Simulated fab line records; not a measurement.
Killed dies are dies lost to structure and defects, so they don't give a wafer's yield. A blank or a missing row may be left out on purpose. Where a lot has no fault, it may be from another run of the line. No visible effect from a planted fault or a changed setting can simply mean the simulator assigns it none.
A lot that was struck, set against a sound lot | flow sky130 | 15 out of 708 route steps
Sound: the wafers L856.3, L856.5, L856.6. The struck wafers were L847.1, L847.2, L847.4. The cause comes at the end.
Per side, at each step with rows, come the tool, then ch with its chambers, and then its first start. Under that, the readings that differ: sound wafers | struck wafers | difference of the means | sigmas: that difference in standard deviations of wafers without a fault.
alike: readings whose means differ by less than 2 such deviations, and words and numbers that are the same on both sides. not compared: withheld readings, readings that some wafer has no value for, bounds like >300 that may hide the same value, and numbers for which the record gives no deviation and whose values overlap.
Wherever a step has rows on one side only, a row that says differs or no value, or a row with sigmas, the two part there. Non-overlapping numbers with no deviation appear without sigmas and do not part them. A reading that every wafer of one side lacks parts them only if that side has two wafers or more.

first, 8 steps without rows for these wafers: SKY_VIA1_DEHYDRATE_04 (time 60 s); SKY_VIA1_HMDS_05 (prime time 60 s); SKY_VIA1_COAT_06 (resist thk 60 nm); SKY_VIA1_COAT_07 (resist thk 450 nm); SKY_VIA1_SOFTBAKE_08 (time 90 s); SKY_VIA1_EXPOSE_09 (exposes mask VIM, target cd 150 nm); SKY_VIA1_PEB_10; SKY_VIA1_DEVELOP_11 (develop time 60 s).
SKY_VIA1_CD_MEAS_12: target cd 150 nm.
  sound on cd sem-01, day 39 06:13; struck on cd sem-02, day 36 21:07
  reading    | sound             | struck            | difference | sigmas
  cd nm (nm) | 148.3 147.3 147.5 | 149.8 152.5 151.8 | +3.7       | +2
SKY_VIA1_OVL_MEAS_13:
  sound on overlay-01, day 39 06:18; struck on overlay-01, day 36 21:14
  alike: VIA1_OVL
SKY_VIA1_ETCH_14: etches BARC in N2/H2, stops on SiO2, time 45.9 s, target depth 60 nm.
  sound on rie diel-01 ch 0,2, day 39 06:19; struck on rie diel-01 ch 1,2,3, day 36 21:16
  alike: drypump motor current A, oes product au, throttle valve pct
  not compared: rf hours counter h
SKY_VIA1_ETCH_15: etches SiO2 in C4F8/O2/Ar, stops on TiN, target depth 351 nm, time 54 s.
  sound on rie diel-01 ch 0,2, day 39 06:22; struck on rie diel-01 ch 1,2,3, day 36 21:19
  alike: oes product au
  not compared: rf hours counter h
SKY_VIA1_STRIP_16: strips in O2/N2.
  sound on plasma asher-03 ch 0,1, day 39 06:27; struck on plasma asher-03 ch 0,1, day 36 21:22
  no value came back on the struck wafers for any of 5 readings (chamber pressure mTorr (mTorr), drypump motor current A (A) and others); on the sound wafers chamber pressure mTorr (mTorr) reads 1498.4 1498.5 1500.2
  reading                                     | sound | struck          | difference | sigmas
  model.KrF-thick_of_VIA1_COAT_07.thk nm (nm) | 0 0 0 | 325 323.3 321.9 | +323       |
  not compared: rf hours counter h
then, 1 step without rows for these wafers: SKY_VIA1_STRIP_17 (strips in post etch residue remover, time 1200 s).
-- the record jumps here: 11 days lie between the struck wafers' starts before and after (it left off in module VIA1 and takes up again in module PAD_OPEN, whose first step shown is number 708 of the route) --
SKY_PAD_OPEN_PROBE_99:
  sound on prober-01, day 49 18:58; struck on prober-02, day 48 00:46
  reading                  | sound          | struck         | difference | sigmas
  defect limited yield (%) | 81.5 86.0 80.9 | 0 0 0          | -83        | -44
  killed_at_M0_to_M3       | 44 33 48       | 452 434 461    | +407       | +57
  killed dies              | 91 69 94       | 492 492 492    | +407       | +45
  killed on rim            | 18 10 12       | 96 96 96       | +83        | +22
  sort_bin_5_function (%)  | 10.8 9.1 10.0  | 93.1 93.5 93.3 | +83.3      | +56
  sort n pass              | 401 423 398    | 0 0 0          | -407       | -45
  sort yield pct (%)       | 81.5 86.0 80.9 | 0 0 0          | -83        | -44
  alike: killed_at_M4_up, killed at contacts, killed at front end, killed at other, killed open, killed short, sort_bin_3_pad_short, sort_bin_6_memory

== WHERE THEY PART ==
First at SKY_VIA1_CD_MEAS_12; last, within this record, at SKY_PAD_OPEN_PROBE_99.

WHY: the cause the simulator had injected
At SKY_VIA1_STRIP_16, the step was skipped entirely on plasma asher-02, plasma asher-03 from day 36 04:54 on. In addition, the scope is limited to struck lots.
